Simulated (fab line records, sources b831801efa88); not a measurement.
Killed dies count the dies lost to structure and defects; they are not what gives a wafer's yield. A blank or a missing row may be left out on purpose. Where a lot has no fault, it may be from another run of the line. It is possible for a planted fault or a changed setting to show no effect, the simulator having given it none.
Split-lot experiment    flow gf180mcu    27 wafers read across 5 lots, on a route 602 steps long

## ON THE SPLIT
At GF_V4_SPUTTER_22 (material TiN, target thk 10 nm, time 40 s), the setting time s was moved away from the recipe's 40 s on 9 of the 27 wafers read, by -22.1% to +47.8%. For the rest of the wafers, this setting stayed at what the recipe calls for.

The split's own step is where the reading is taken.

## THE READING
TiN_of_V4_SPUTTER_22.thk nm (the simulator's own value, which no gauge read), in nm, at GF_V4_SPUTTER_22 (material TiN, target thk 10 nm, time 40 s). The file does not state a usual value for it. The 18 wafers here that ran the recipe average 10.116 nm, standard deviation 0.15 nm.

wafer   tool, chamber at the split  time s as run, s  against the recipe  TiN_of_V4_SPUTTER_22.thk nm, nm  against lot-mates on the recipe
L075.1  pvd sputter-02, -           59.1              +47.8%              14.76                            +4.643
L075.2  pvd sputter-02, -           59.1              +47.8%              14.88                            +4.763
L075.3  pvd sputter-02, -           59.1              +47.8%              14.89                            +4.773
L075.4  pvd sputter-02, -           40                recipe              10.17                            -
L075.5  pvd sputter-02, -           40                recipe              10.15                            -
L075.6  pvd sputter-02, -           40                recipe              10.03                            -
L077.1  pvd sputter-01, -           40                recipe              10.18                            -
L077.5  pvd sputter-01, -           40                recipe              10.18                            -
L077.2  pvd sputter-01, -           31.18             -22.1%              7.889                            -2.288
L077.3  pvd sputter-01, -           31.18             -22.1%              8.11                             -2.067
L077.4  pvd sputter-01, -           31.18             -22.1%              8.023                            -2.154
L077.6  pvd sputter-01, -           40                recipe              10.17                            -
L080.1  pvd sputter-01, -           40                recipe              10.25                            -
L080.3  pvd sputter-01, -           40                recipe              10.25                            -
L080.2  pvd sputter-01, -           40                recipe              10.36                            -
L080.4  pvd sputter-01, -           40                recipe              10.16                            -
L080.5  pvd sputter-01, -           40                recipe              10.32                            -
L080.6  pvd sputter-01, -           40                recipe              10.22                            -
L084.2  pvd sputter-02, -           40                recipe              10.08                            -
L084.5  pvd sputter-02, -           40                recipe              9.884                            -
L084.6  pvd sputter-02, -           40                recipe              9.816                            -
L085.1  pvd sputter-04, -           40                recipe              9.891                            -
L085.2  pvd sputter-04, -           54.12             +35.3%              13.63                            +3.675
L085.3  pvd sputter-04, -           54.12             +35.3%              13.34                            +3.385
L085.4  pvd sputter-04, -           40                recipe              10.02                            -
L085.5  pvd sputter-04, -           40                recipe              9.954                            -
L085.6  pvd sputter-04, -           54.12             +35.3%              13.44                            +3.485

THE FIT
A straight line over all 27 wafers: TiN_of_V4_SPUTTER_22.thk nm changes by +0.0973 nm for each +1% of time s; r = +1.00; the points scatter about the line by 0.14 nm.
The same after taking each lot's own level away (the mean of its wafers on the recipe; 27 wafers): +0.099 nm for each +1%; r = +1.00; scatter 0.081 nm.
The reading moves by 4.7 nm for the largest change in time s, on that fit.
The span of the lots' own levels, 9.9267 to 10.2600 nm, comes to 2.2 times the standard deviation stated above.
The two slopes agree, so the slope changes little with the lot-to-lot level.
Check: for one of the wafers moved furthest among these (+47.8%), held out of the fit, the line's prediction against its lot-mates is +4.75 nm. It came out at +4.64 nm against them.

## OTHER SPLITS ON THESE WAFERS
These wafers also went through other splits before the reading. Each is held against what the fit with the lots' levels taken away leaves over:
other split on the same wafers           wafers away from the commonest value  r with TiN_of_V4_SPUTTER_22.thk nm (lot level and that fit taken away)
GF_STI_OXIDATION_21 ox time s            18                                    +0.01
GF_VT_IMPLANT_DEVELOP_28 develop time s  9                                     -0.23
GF_POLY_GATE_OXIDATION_16 ox time s      21                                    +0.06
GF_SAB_DEVELOP_08 develop time s         6                                     -0.09
GF_M1_SPUTTER_03 time s                  9                                     +0.13
GF_M2_SPUTTER_00 time s                  9                                     -0.12
GF_M3_SPUTTER_00 time s                  12                                    -0.01
GF_M4_SPUTTER_02 time s                  6                                     +0.00

## FILE'S OWN FIT
TiN_of_V4_SPUTTER_22.thk nm changes by +0.099 nm for each +1% of time s, r = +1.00.
